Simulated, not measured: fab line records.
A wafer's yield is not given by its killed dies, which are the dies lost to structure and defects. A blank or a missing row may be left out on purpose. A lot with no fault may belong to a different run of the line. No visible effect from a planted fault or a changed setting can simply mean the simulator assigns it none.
Chamber matching ; flow gf180mcu ; GF_V1_ETCH_16 on rie_diel-02: 4 sister chambers
The step etches BARC in N2/H2. 8 wafers are shown with their chamber, then 7 later ones without.

WAFERS PAIRED WITH THEIR CHAMBERS
wafer;chamber;bias_w (W);throttle_valve_pct (%)
L550.6;2;100.6;13.242
L551.1;1;99.7;13.223
L551.2;0;100.3;13.233
L551.3;3;100.4;13.214
L557.2;1;100.1;13.218
L557.5;0;100.0;13.220
L560.3;3;100.2;13.237
L560.4;2;100.2;13.217

WAFERS WITHOUT THEIR CHAMBER
wafer;bias_w (W);throttle_valve_pct (%)
L560.5;99.8;13.222
L561.2;99.6;13.228
L561.4;100.1;13.222
L561.6;100.2;13.220
L564.3;99.6;13.234
L564.5;100.5;13.215
L564.6;100.0;13.206

WHICH CHAMBER EACH WENT THROUGH
wafer;from the rows above;in truth
L560.5;can't be placed: 1 or 0 or 3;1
L561.2;can't be placed: 1 or 0 or 3 or 2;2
L561.4;can't be placed: 0 or 1 or 3 or 2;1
L561.6;can't be placed: 0 or 3 or 2 or 1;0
L564.3;can't be placed: 1 or 0 or 3 or 2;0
L564.5;can't be placed: 3 or 2 or 0 or 1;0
L564.6;can't be placed: 1 or 0 or 3 or 2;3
Correct placement for 0 of the 7. Can't be placed from these rows: 7 (the true chamber is among the candidates in 7). Wrongly placed: 0.
How it was worked out, from the rows above alone: a wafer's distance from a chamber is the root of the sum, over the readings, of the square of ((its reading less the chamber's mean) divided by the reading's scatter). If the next closest chamber is less than 2 further off than the closest, the wafer can't be placed; otherwise it belongs to the closest. The mean given for a chamber averages the wafers shown for that chamber. How the scatter is found: for the shown wafers, subtract from each reading the mean of its chamber, square and add these, divide the total by (wafers less chambers), then take the root.
